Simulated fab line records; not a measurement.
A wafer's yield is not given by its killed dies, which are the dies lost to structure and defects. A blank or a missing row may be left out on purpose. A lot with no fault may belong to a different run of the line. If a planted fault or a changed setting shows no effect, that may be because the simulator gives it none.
fab line records | flow sky130
record lots=5 | wafers=15 | last_day=50
route steps=708 shown METAL3@565 VIA3@573 PAD_OPEN@708
lots with no fault: from the same line, run without faults
start_h: hours from the record's opening day to when the first of the lot's shown wafers began | wait_h: hours since the lot's step before | " identical to the entry in the row above | L1.1+2: several wafers, shown together as one row | - no value present, or no start provided | * or withheld: withheld | < > ~ a bound
route shown NAME@n: a module of which the file shows steps, and the number in the route of the first | usual: average and standard deviation across the fault-free wafers | same: alike in all rows | chamber/n: place in a boat | sites: per-site readings | _std_site: standard deviation of those values | _edge_site: mean of outer sites minus mean of inner sites | radius_mm: for every site, how far away it sits from the centre of the wafer | mask NAME#n: copy n | behind: the most recent tool/chamber to have shaped the wafer | hold: cause of the lot's hold/its duration in hours/its outcome | device: the transistor (n, p or np) that didn't switch | end of line: the tests these same wafers got at the end of their route | for a step that has no rows: nothing shown but its recipe | killed: not the wafer's yield, but the dies lost to structure and defects at the first sort | map: a wafer's dies, marking killed ones x, the rest . and places with no die _
set.NAME: the setting that was run; set.NAME@STEP: the one run at that earlier step | model.NAME: the simulator's own value behind a step, which no gauge read
lots seen at some steps along the route; tables by step, rows by wafer
services: a tool's chamber out of use, with start hour (start_h, from the record's first day; less than 0 if before it), hours out, and reason
## steps
# step SKY_METAL3_DESCUM_15
# recipe chemistry=O2 | source_power_w=150 | bias_power_w=0 | pressure_mtorr=10 | temp_c=40 | time_s=8
# step SKY_METAL3_ETCH_16
# recipe chemistry=N2/H2 | target=BARC | ion_energy_ev=200 | bias_w=100 | pressure_mtorr=30 | n2_flow_sccm=100 | h2_flow_sccm=200 | icp_w=500 | stop_on=SiO2 | time_s=88.2 | target_depth_a=600
# step SKY_METAL3_ETCH_17
# recipe target=SiO2 | stop_on=TiN | chemistry=C4F8/O2/Ar | source_w=1500 | bias_w=1200 | pressure_mtorr=40 | c4f8_flow_sccm=withheld | O2_flow_sccm=6 | Ar_flow_sccm=300 | time_s=3.9 | target_depth_a=150
# step SKY_METAL3_METAL_ETCH_18
# recipe target_depth_a=8450 | stop_on=SiO2 | over_etch_frac=0.3 | time_s=183.1 | chemistry=Cl2/BCl3 | resist_sidewall_deg=88 | pressure_mtorr=10 | icp_w=900 | bias_w=48.5 | Cl2_flow_sccm=60 | bcl3_flow_sccm=30
# step SKY_METAL3_STRIP_19
# recipe chemistry=O2/N2 | power_w=1400 | pressure_mtorr=1500 | platen_temp_c=withheld | o2_flow_sccm=3000 | n2_flow_sccm=300 | overash_fraction=0.5
# step SKY_METAL3_STRIP_20
# recipe chemistry=post_etch_residue_remover | time_s=1200 | temp_c=72.5
# step SKY_METAL3_CLEAN_21
# recipe chemistry=IPA | time_s=180 | temp_c=25
# step SKY_METAL3_CLEAN_22
# recipe chemistry=O3/DIW | dry=n2_spin
# step SKY_VIA3_HDPCVD_00
# recipe material=SiO2 | target_thk_nm=1635 | sigma_open_frac=0.3 | time_s=268.6 | temp_c=400 | sih4_flow_sccm=60 | pressure_mtorr=6
# step SKY_VIA3_CMP_02
# recipe material=SiO2 | down_force_psi=4 | platen_rpm=60 | pad_velocity_m_s=0.94248
# usual edge_zone_pressure_frac=1.000/0.005 | head_pressure_psi=4.000/0.0087 | motor_current_A=11.9/1.1
lot.wafer | tool   | chamber | start_h | wait_h | edge_zone_pressure_frac | head_pressure_psi | motor_current_A | model.SiO2_of_VIA3_HDPCVD_00.thk_nm
L146.3    | cmp-02 | 3       | 939.82  | 0.0    | 1.006                   | 4.008             | 12.3            | 465.7
L146.6    | "      | 3       | "       | "      | 0.998                   | 3.990             | 12.9            | 463.7
L146.5    | "      | 0       | "       | "      | 0.993                   | 4.000             | 13.4            | 465.2
L158.2    | cmp-02 | 2       | 1034.18 | 0.0    | -                       | -                 | -               | 1596
L158.4    | "      | 3       | "       | "      | -                       | -                 | -               | 1625
L158.1    | "      | 0       | "       | "      | -                       | -                 | -               | 1616
L160.2    | cmp-01 | 3       | 1035.52 | 0.0    | -                       | -                 | -               | 1592
L160.3    | "      | 1       | "       | "      | -                       | -                 | -               | 1591
L160.6    | "      | 3       | "       | "      | -                       | -                 | -               | 1605
L161.3    | cmp-02 | 1       | 1042.64 | 0.1    | -                       | -                 | -               | 1622
L161.2    | "      | 2       | "       | "      | -                       | -                 | -               | 1605
L161.6    | "      | 3       | "       | "      | -                       | -                 | -               | 1618
L162.1    | cmp-01 | 0       | 1046.68 | 0.1    | 1.010                   | 4.011             | 12.3            | 463.9
L162.4    | "      | 2       | "       | "      | 1.004                   | 4.004             | 10.7            | 464.9
L162.6    | "      | 3       | "       | "      | 1.000                   | 3.992             | 13.2            | 465.8
# step SKY_VIA3_BOW_MEAS_03
# recipe mode=bow
# usual VIA3_BOW=80/8.7
lot.wafer | tool          | chamber | start_h | wait_h | VIA3_BOW[um]
L146.3    | film_metro-03 | -       | 940.16  | 0.3    | 83
L146.5    | "             | -       | "       | "      | 76
L146.6    | "             | -       | "       | "      | 73
L158.1    | film_metro-02 | -       | 1034.48 | 0.1    | 142
L158.2    | "             | -       | "       | "      | 144
L158.4    | "             | -       | "       | "      | 131
L160.2    | film_metro-03 | -       | 1035.84 | 0.3    | 134
L160.3    | "             | -       | "       | "      | 135
L160.6    | "             | -       | "       | "      | 146
L161.2    | film_metro-01 | -       | 1042.86 | 0.1    | 144
L161.3    | "             | -       | "       | "      | 141
L161.6    | "             | -       | "       | "      | 146
L162.1    | film_metro-03 | -       | 1046.93 | 0.2    | 82
L162.4    | "             | -       | "       | "      | 78
L162.6    | "             | -       | "       | "      | 74
# step SKY_VIA3_DEHYDRATE_04
# recipe temp_c=200 | time_s=60
# step SKY_VIA3_HMDS_05
# recipe prime_time_s=60 | prime_temp_c=120
# step SKY_VIA3_COAT_06
# recipe resist=BARC | temp_c=withheld | time_s=withheld | spin_rpm=3000 | resist_thk_nm=60
# step SKY_VIA3_COAT_07
# recipe resist=KrF-thick | spin_rpm=3000 | resist_thk_nm=450
# step SKY_VIA3_SOFTBAKE_08
# recipe temp_c=100 | time_s=90 | resist=KrF-thick
# step SKY_VIA3_EXPOSE_09
# recipe mask_id=VIM3 | na=0.8 | source_shape=annular | sigma_inner=0.55 | sigma_outer=0.85 | target_cd_nm=200 | dose_mj=38
# step SKY_VIA3_PEB_10
# recipe peb_temp_c=withheld | peb_time_s=withheld | resist=KrF-thick
# step SKY_VIA3_DEVELOP_11
# recipe develop_time_s=60 | resist=KrF-thick | dev_temp_c=21
# step SKY_VIA3_ETCH_14
# recipe chemistry=N2/H2 | target=BARC | ion_energy_ev=200 | source_w=500 | bias_w=100 | pressure_mtorr=30 | n2_flow_sccm=100 | h2_flow_sccm=200 | stop_on=SiO2 | time_s=45.9 | target_depth_a=600
# step SKY_VIA3_ETCH_15
# recipe target=SiO2 | chemistry=C4F8/O2/Ar | target_depth_nm=507 | stop_on=TiN | mask_material=KrF-thick | source_w=1500 | bias_w=1200 | pressure_mtorr=40 | c4f8_flow_sccm=withheld | O2_flow_sccm=6 | Ar_flow_sccm=300 | time_s=78
# usual bias_w=1200/3.2 | chamber_pressure_mTorr=40.00/0.031 | oes_product_au=0.946/0.0051
lot.wafer | tool        | chamber | start_h | wait_h | bias_w | chamber_pressure_mTorr | oes_product_au | rf_hours_counter_h | model.VIA3.feature_depth_nm | model.etch.depth_nm
L146.3    | rie_diel-04 | 1       | 964.81  | 0.0    | 1195   | 40.08                  | 0.947          | 16                 | 465.7                       | 465.7
L146.5    | "           | 0       | "       | "      | 1189   | 39.98                  | 0.944          | -                  | 465.2                       | 465.2
L146.6    | "           | 1       | "       | "      | 1194   | 39.98                  | 0.946          | -                  | 463.7                       | 463.7
L158.1    | rie_diel-02 | 1       | 1056.85 | 0.0    | 1201   | 39.93                  | 1.642          | 23                 | 514.5                       | 514.5
L158.2    | "           | 2       | "       | "      | 1198   | 39.98                  | 1.660          | 13                 | 519.8                       | 519.8
L158.4    | "           | 2       | "       | "      | 1203   | 39.99                  | 1.650          | -                  | 520.2                       | 520.2
L160.2    | rie_diel-04 | 1       | 1058.46 | 0.0    | 1198   | 39.98                  | 1.650          | 20                 | 517.8                       | 517.8
L160.3    | "           | 3       | "       | "      | 1204   | 40.02                  | 1.605          | 16                 | 497.5                       | 497.5
L160.6    | "           | 3       | "       | "      | 1203   | 39.98                  | 1.604          | -                  | 501.4                       | 501.4
L161.2    | rie_diel-04 | 2       | 1064.71 | 0.0    | 1201   | 39.98                  | 1.634          | 12                 | 511.3                       | 511.3
L161.3    | "           | 0       | "       | "      | 1200   | 39.98                  | 1.625          | 21                 | 507.5                       | 507.5
L161.6    | "           | 1       | "       | "      | 1202   | 40.05                  | 1.626          | -                  | 514.2                       | 514.2
L162.1    | rie_diel-02 | 1       | 1068.93 | 0.0    | 1197   | 40.01                  | 0.950          | 23                 | 463.9                       | 463.9
L162.4    | "           | 1       | "       | "      | 1202   | 40.00                  | 0.951          | -                  | 464.9                       | 464.9
L162.6    | "           | 2       | "       | "      | 1202   | 40.01                  | 0.940          | -                  | 465.8                       | 465.8
# step SKY_VIA3_STRIP_16
# recipe chemistry=O2/N2 | power_w=1400 | pressure_mtorr=1500 | platen_temp_c=withheld | o2_flow_sccm=3000 | n2_flow_sccm=300 | overash_fraction=0.5
# step SKY_VIA3_STRIP_17
# recipe chemistry=post_etch_residue_remover | time_s=1200 | temp_c=72.5
# step SKY_VIA3_CLEAN_18
# recipe chemistry=IPA | time_s=180 | temp_c=25
# step SKY_VIA3_CLEAN_19
# recipe chemistry=O3/DIW | dry=n2_spin
# step SKY_VIA3_SPUTTER_20
# recipe material=TiN | target_thk_nm=20 | chamber_pressure_pa=5 | power_w=4000 | time_s=80
# step SKY_VIA3_CVD_21
# recipe material=W | target_thk_nm=390 | time_s=117.31 | temp_c=400 | pressure_torr=40
# step SKY_VIA3_CMP_24
# recipe stop_on=SiO2 | t_overpolish_s=20 | down_force_psi=3.5 | platen_rpm=60 | target_thk_nm=0 | pad_velocity_m_s=0.94248
# usual edge_zone_pressure_frac=1.000/0.0046 | head_pressure_psi=3.500/0.0076 | motor_current_A=11.1/0.92
lot.wafer | tool   | chamber | start_h | wait_h | edge_zone_pressure_frac | head_pressure_psi | motor_current_A | model.SiO2_of_VIA3_HDPCVD_00.thk_nm
L146.3    | cmp-02 | 0       | 966.08  | 0.1    | 1.000                   | 3.501             | 12.3            | 461.3
L146.6    | "      | 2       | "       | "      | 1.006                   | 3.499             | 10.3            | 459.3
L146.5    | "      | 3       | "       | "      | 1.002                   | 3.496             | 11.5            | 460.8
L158.1    | cmp-02 | 0       | 1057.87 | 0.1    | 1.006                   | 3.507             | 12.4            | 1611
L158.4    | "      | 1       | "       | "      | 0.999                   | 3.514             | 11.2            | 1620
L158.2    | "      | 3       | "       | "      | 0.992                   | 3.509             | 11.7            | 1591
L160.3    | cmp-02 | 1       | 1059.58 | 0.1    | 0.999                   | 3.503             | 11.0            | 1586
L160.2    | "      | 2       | "       | "      | 1.000                   | 3.514             | 10.5            | 1588
L160.6    | "      | 0       | "       | "      | 1.004                   | 3.494             | 12.6            | 1601
L161.2    | cmp-02 | 1       | 1065.78 | 0.1    | 1.002                   | 3.507             | 10.8            | 1600
L161.3    | "      | 3       | "       | "      | 0.990                   | 3.483             | 12.3            | 1618
L161.6    | "      | 1       | "       | "      | 1.003                   | 3.501             | 11.0            | 1614
L162.4    | cmp-01 | 2       | 1069.94 | 0.0    | 1.002                   | 3.502             | 10.0            | 460.5
L162.1    | "      | 0       | "       | "      | 0.995                   | 3.502             | 10.8            | 459.5
L162.6    | "      | 3       | "       | "      | 1.002                   | 3.509             | 11.4            | 461.4
# step SKY_PAD_OPEN_PROBE_99
# usual defect_limited_yield=82.5/1.9 | killed_at_M0_to_M3=43/7.2 | killed_at_M4_up=3.3/2 | killed_at_contacts=25/5.8 | killed_at_front_end=15/4.5 | killed_at_other=0.3/0.62 | killed_dies=86/9.4 | killed_on_rim=17/3.7 | killed_open=47/7.1 | killed_short=39/6 | sort_bin_3_pad_short=0.9/0.4 | sort_bin_5_function=10.4/1.4 | sort_bin_6_memory=6.2/1.1 | sort_bin_8_speed=0.7/1.4 | sort_n_pass=402/11 | sort_yield_pct=81.7/2.2
# same gross_dies=492 | killed_at_back_side=0 | sort_bin_4_leakage[%]=0
lot.wafer | tool      | chamber | start_h | wait_h | defect_limited_yield[%] | killed_at_M0_to_M3 | killed_at_M4_up | killed_at_contacts | killed_at_front_end | killed_at_other | killed_dies | killed_on_rim | killed_open | killed_short | sort_bin_3_pad_short[%] | sort_bin_5_function[%] | sort_bin_6_memory[%] | sort_bin_8_speed[%] | sort_n_pass | sort_yield_pct[%]
L146.3    | prober-01 | -       | 1107.24 | 0.2    | 80.9                    | 43                 | 3               | 28                 | 20                  | 0               | 94          | 15            | 51          | 43           | 0.4                     | 11.0                   | 7.7                  | 0.4                 | 396         | 80.5
L146.5    | prober-01 | -       | 1107.34 | 0.2    | 85.4                    | 33                 | 3               | 17                 | 19                  | 0               | 72          | 19            | 41          | 31           | 0.6                     | 8.7                    | 5.3                  | 0.2                 | 419         | 85.2
L146.6    | prober-01 | -       | 1107.39 | 0.2    | 82.1                    | 27                 | 2               | 39                 | 20                  | 0               | 88          | 24            | 46          | 42           | 1.4                     | 11.0                   | 5.5                  | 0.2                 | 403         | 81.9
L158.1    | prober-01 | -       | 1181.12 | 0.1    | 0                       | 437                | 5               | 28                 | 22                  | 0               | 492         | 96            | 38          | 59           | 1.2                     | 91.1                   | 7.7                  | 0                   | 0           | 0
L158.2    | prober-01 | -       | 1181.17 | 0.1    | 0                       | 455                | 1               | 21                 | 15                  | 0               | 492         | 96            | 46          | 30           | 0.4                     | 93.9                   | 5.7                  | 0                   | 0           | 0
L158.4    | prober-01 | -       | 1181.27 | 0.2    | 0                       | 455                | 4               | 19                 | 14                  | 0               | 492         | 96            | 36          | 33           | 0.6                     | 93.7                   | 5.7                  | 0                   | 0           | 0
L160.2    | prober-02 | -       | 1183.16 | 0.1    | 0                       | 451                | 2               | 26                 | 13                  | 0               | 492         | 96            | 49          | 30           | 0.4                     | 94.3                   | 5.3                  | 0                   | 0           | 0
L160.3    | prober-02 | -       | 1183.21 | 0.2    | 0                       | 457                | 2               | 19                 | 14                  | 0               | 492         | 96            | 30          | 33           | 0.6                     | 94.9                   | 4.5                  | 0                   | 0           | 0
L160.6    | prober-02 | -       | 1183.36 | 0.2    | 0                       | 443                | 3               | 36                 | 10                  | 0               | 492         | 96            | 43          | 33           | 0.6                     | 94.7                   | 4.7                  | 0                   | 0           | 0
L161.2    | prober-01 | -       | 1184.69 | 0.1    | 0                       | 440                | 5               | 30                 | 17                  | 0               | 492         | 96            | 44          | 43           | 0.8                     | 94.3                   | 4.9                  | 0                   | 0           | 0
L161.3    | prober-01 | -       | 1184.74 | 0.2    | 0                       | 457                | 4               | 20                 | 11                  | 0               | 492         | 96            | 37          | 28           | 0.6                     | 93.7                   | 5.7                  | 0                   | 0           | 0
L161.6    | prober-01 | -       | 1184.89 | 0.2    | 0                       | 455                | 0               | 16                 | 20                  | 1               | 492         | 96            | 46          | 30           | 0.4                     | 94.5                   | 5.1                  | 0                   | 0           | 0
L162.1    | prober-02 | -       | 1189.89 | 0.1    | 77.6                    | 62                 | 2               | 32                 | 14                  | 0               | 110         | 23            | 63          | 46           | 1.2                     | 12.0                   | 9.1                  | 0                   | 382         | 77.6
L162.4    | prober-02 | -       | 1190.04 | 0.2    | 80.1                    | 48                 | 6               | 32                 | 10                  | 2               | 98          | 15            | 55          | 42           | 1.4                     | 11.8                   | 6.7                  | 0                   | 394         | 80.1
L162.6    | prober-02 | -       | 1190.14 | 0.2    | 79.1                    | 53                 | 4               | 28                 | 18                  | 0               | 103         | 15            | 65          | 38           | 1.4                     | 12.8                   | 6.7                  | 0.4                 | 387         | 78.7
# killed by level:class
L146.3 VIA1:geometric_particle:open=14 CONTACT:geometric_particle:open=12 FIELD_ISO:geometric_particle:short=6 VIA2:geometric_particle:open=6 POLY_GATE:geometric_particle:open=6 LI_CONTACT:geometric_particle:open=5 METAL1:geometric_particle:short=5 METAL3:geometric_particle:short=5
L146.5 CONTACT:geometric_particle:open=8 VIA3:geometric_particle:short=7 FIELD_ISO:geometric_particle:open=6 VIA2:geometric_particle:open=5 VIA1:geometric_particle:open=5 POLY_GATE:geometric_particle:short=4 LI_CONTACT:geometric_particle:open=4 METAL1:geometric_particle:short=4
L146.6 LI_CONTACT:geometric_particle:open=13 VIA1:geometric_particle:open=10 CONTACT:geometric_particle:open=10 POLY_GATE:geometric_particle:short=7 POLY_GATE:geometric_particle:open=6 LI_CONTACT:geometric_particle:short=6 CONTACT:geometric_particle:short=6 LOCAL_INTERCONNECT:geometric_particle:short=4
L158.1 VIA3:area_cmp=394 FIELD_ISO:geometric_particle:short=9 CONTACT:geometric_particle:open=9 VIA1:geometric_particle:open=8 METAL1:geometric_particle:short=8 METAL2:geometric_particle:short=7 CONTACT:geometric_particle:short=6 LI_CONTACT:geometric_particle:short=5
L158.2 VIA3:area_cmp=415 CONTACT:geometric_particle:open=11 VIA1:geometric_particle:open=10 LI_CONTACT:geometric_particle:open=6 POLY_GATE:geometric_particle:open=5 METAL1:geometric_particle:short=5 VIA1:geometric_particle:short=5 VIA2:geometric_particle:open=5
L158.4 VIA3:area_cmp=423 CONTACT:geometric_particle:open=6 LI_CONTACT:geometric_particle:open=5 CONTACT:geometric_particle:short=5 METAL2:geometric_particle:short=5 POLY_GATE:geometric_particle:open=4 VIA2:geometric_particle:open=4 VIA1:geometric_particle:open=4
L160.2 VIA3:area_cmp=412 LI_CONTACT:geometric_particle:open=9 VIA1:geometric_particle:open=8 VIA2:geometric_particle:short=8 CONTACT:geometric_particle:open=7 VIA2:geometric_particle:open=7 POLY_GATE:geometric_particle:open=5 LOCAL_INTERCONNECT:geometric_particle:short=5
L160.3 VIA3:area_cmp=429 POLY_GATE:geometric_particle:short=6 LOCAL_INTERCONNECT:geometric_particle:short=6 VIA2:geometric_particle:open=6 POLY_GATE:geometric_particle:open=5 CONTACT:geometric_particle:open=5 LI_CONTACT:geometric_particle:open=5 METAL2:geometric_particle:short=5
L160.6 VIA3:area_cmp=415 LI_CONTACT:geometric_particle:open=10 CONTACT:geometric_particle:open=9 LI_CONTACT:geometric_particle:short=7 CONTACT:geometric_particle:short=7 VIA1:geometric_particle:open=6 VIA3:geometric_particle:open=6 VIA2:geometric_particle:open=5
L161.2 VIA3:area_cmp=405 CONTACT:geometric_particle:open=11 POLY_GATE:geometric_particle:short=7 VIA1:geometric_particle:open=7 LI_CONTACT:geometric_particle:open=6 METAL2:geometric_particle:short=6 FIELD_ISO:geometric_particle:short=5 VIA1:geometric_particle:short=5
L161.3 VIA3:area_cmp=427 CONTACT:geometric_particle:open=8 VIA1:geometric_particle:open=8 FIELD_ISO:geometric_particle:short=6 LI_CONTACT:geometric_particle:open=5 POLY_GATE:geometric_particle:open=4 METAL2:geometric_particle:short=4 VIA2:geometric_particle:short=3
L161.6 VIA3:area_cmp=416 VIA1:geometric_particle:open=9 LI_CONTACT:geometric_particle:open=6 FIELD_ISO:geometric_particle:open=5 METAL1:geometric_particle:short=5 METAL2:geometric_particle:short=5 VIA3:geometric_particle:open=5 FIELD_ISO:geometric_particle:short=4
L162.1 VIA1:geometric_particle:open=15 VIA3:geometric_particle:open=13 CONTACT:geometric_particle:open=12 METAL1:geometric_particle:short=8 LI_CONTACT:geometric_particle:open=8 VIA1:geometric_particle:short=7 FIELD_ISO:geometric_particle:short=6 LOCAL_INTERCONNECT:geometric_particle:short=5
L162.4 VIA1:geometric_particle:open=15 LI_CONTACT:geometric_particle:open=10 CONTACT:geometric_particle:open=8 VIA1:geometric_particle:short=8 CONTACT:geometric_particle:short=5 VIA3:geometric_particle:open=5 VIA2:geometric_particle:open=5 METAL4:geometric_particle:short=5
L162.6 VIA1:geometric_particle:open=18 CONTACT:geometric_particle:open=10 VIA3:geometric_particle:open=10 VIA2:geometric_particle:open=8 CONTACT:geometric_particle:short=7 POLY_GATE:geometric_particle:short=6 FIELD_ISO:geometric_particle:open=5 POLY_GATE:geometric_particle:open=4
# map L158.1 (x killed, . not)
__________xxxxxxxxxx_________
________xxxxxxxxxxxxxx_______
______xxxxxxxxxxxxxxxxxx_____
_____xxxxxxxxxxxxxxxxxxxx____
____xxxxxxxxxxxxxxxxxxxxxx___
___xxxxxxxxxxxxxxxxxxxxxxxx__
__xxxxxxxxxxxxxxxxxxxxxxxxxx_
_xxxxxxxxxxxxxxxxxxxxxxxxxxxx
_xxxxxxxxxxxxxxxxxxxxxxxxxxxx
_xxxxxxxxxxxxxxxxxxxxxxxxxxxx
_xxxxxxxxxxxxxxxxxxxxxxxxxxxx
_xxxxxxxxxxxxxxxxxxxxxxxxxxxx
_xxxxxxxxxxxxxxxxxxxxxxxxxxxx
_xxxxxxxxxxxxxxxxxxxxxxxxxxxx
_xxxxxxxxxxxxxxxxxxxxxxxxxxxx
__xxxxxxxxxxxxxxxxxxxxxxxxxx_
___xxxxxxxxxxxxxxxxxxxxxxxx__
____xxxxxxxxxxxxxxxxxxxxxx___
_____xxxxxxxxxxxxxxxxxxxx____
______xxxxxxxxxxxxxxxxxx_____
________xxxxxxxxxxxxxx_______
__________xxxxxxxxxx_________
# map L160.2 (x killed, . not)
__________xxxxxxxxxx_________
________xxxxxxxxxxxxxx_______
______xxxxxxxxxxxxxxxxxx_____
_____xxxxxxxxxxxxxxxxxxxx____
____xxxxxxxxxxxxxxxxxxxxxx___
___xxxxxxxxxxxxxxxxxxxxxxxx__
__xxxxxxxxxxxxxxxxxxxxxxxxxx_
_xxxxxxxxxxxxxxxxxxxxxxxxxxxx
_xxxxxxxxxxxxxxxxxxxxxxxxxxxx
_xxxxxxxxxxxxxxxxxxxxxxxxxxxx
_xxxxxxxxxxxxxxxxxxxxxxxxxxxx
_xxxxxxxxxxxxxxxxxxxxxxxxxxxx
_xxxxxxxxxxxxxxxxxxxxxxxxxxxx
_xxxxxxxxxxxxxxxxxxxxxxxxxxxx
_xxxxxxxxxxxxxxxxxxxxxxxxxxxx
__xxxxxxxxxxxxxxxxxxxxxxxxxx_
___xxxxxxxxxxxxxxxxxxxxxxxx__
____xxxxxxxxxxxxxxxxxxxxxx___
_____xxxxxxxxxxxxxxxxxxxx____
______xxxxxxxxxxxxxxxxxx_____
________xxxxxxxxxxxxxx_______
__________xxxxxxxxxx_________
## services
tool        | chamber | start_h | hours | kind
cmp-02      | -       | 916.03  | -     | consumable_replace:conditioner
cmp-02      | -       | 916.03  | -     | consumable_replace:pad
rie_diel-02 | -       | 917.39  | 0.9   | repair
rie_diel-04 | 2       | 923.76  | 13.4  | repair
cmp-02      | -       | 953.57  | 1.5   | repair
rie_diel-04 | 3       | 959.86  | 4.7   | repair
cmp-02      | -       | 969.65  | 7.7   | pm
rie_diel-04 | -       | 976.32  | 2.4   | repair
cmp-01      | -       | 984.95  | 4.6   | repair
rie_diel-02 | 2       | 1013.45 | 5.2   | repair
rie_diel-02 | 0       | 1014.00 | 1.7   | repair
cmp-01      | -       | 1027.72 | 5.3   | repair
rie_diel-02 | 3       | 1040.57 | 45.5  | repair
rie_diel-02 | 1       | 1051.86 | 2.7   | repair
## key
first_sign step=SKY_VIA3_CMP_02 | reading=tool_record | direction=missing
effect step=SKY_VIA3_BOW_MEAS_03 | reading=VIA3_BOW | direction=up | sigmas=7 | usual=80 | struck=140
effect step=SKY_VIA3_ETCH_15 | reading=oes_product_au | direction=up | sigmas=99+ | usual=0.946 | struck=1.633
effect step=SKY_PAD_OPEN_PROBE_99 | reading=sort_bin_5_function | direction=up | sigmas=62 | usual=10.4 | struck=93.9
model_effect step=SKY_VIA3_CMP_02 | value=SiO2_of_VIA3_HDPCVD_00.thk_nm | without=465.6 | struck=1608
model_effect step=SKY_VIA3_ETCH_15 | value=VIA3.feature_depth_nm | without=465.6 | struck=511.6
model_effect step=SKY_VIA3_CMP_24 | value=SiO2_of_VIA3_HDPCVD_00.thk_nm | without=461.2 | struck=1603
more_kills_born_at SKY_VIA3_CMP_02@cmp-02=2473 | SKY_VIA3_CMP_02@cmp-01=1251
met_at SKY_VIA3_CMP_02
struck_wafers L158.1,L158.2,L158.4,L160.2,L160.3,L160.6,L161.2,L161.3,L161.6
later_rows_left_out L158.1,L158.2,L158.4,L160.2,L160.3,L160.6,L161.2,L161.3,L161.6
onset_between 939.82 1034.18
fault kind=skipped_step_whole | tool=cmp-01,cmp-02 | chamber=- | onset_h=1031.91 | steps=SKY_VIA3_CMP_02 | scope=struck_lots_only
# later_rows_left_out: the simulator's readings of these wafers behind a module that went badly wrong aren't trusted and aren't shown, but for the sort
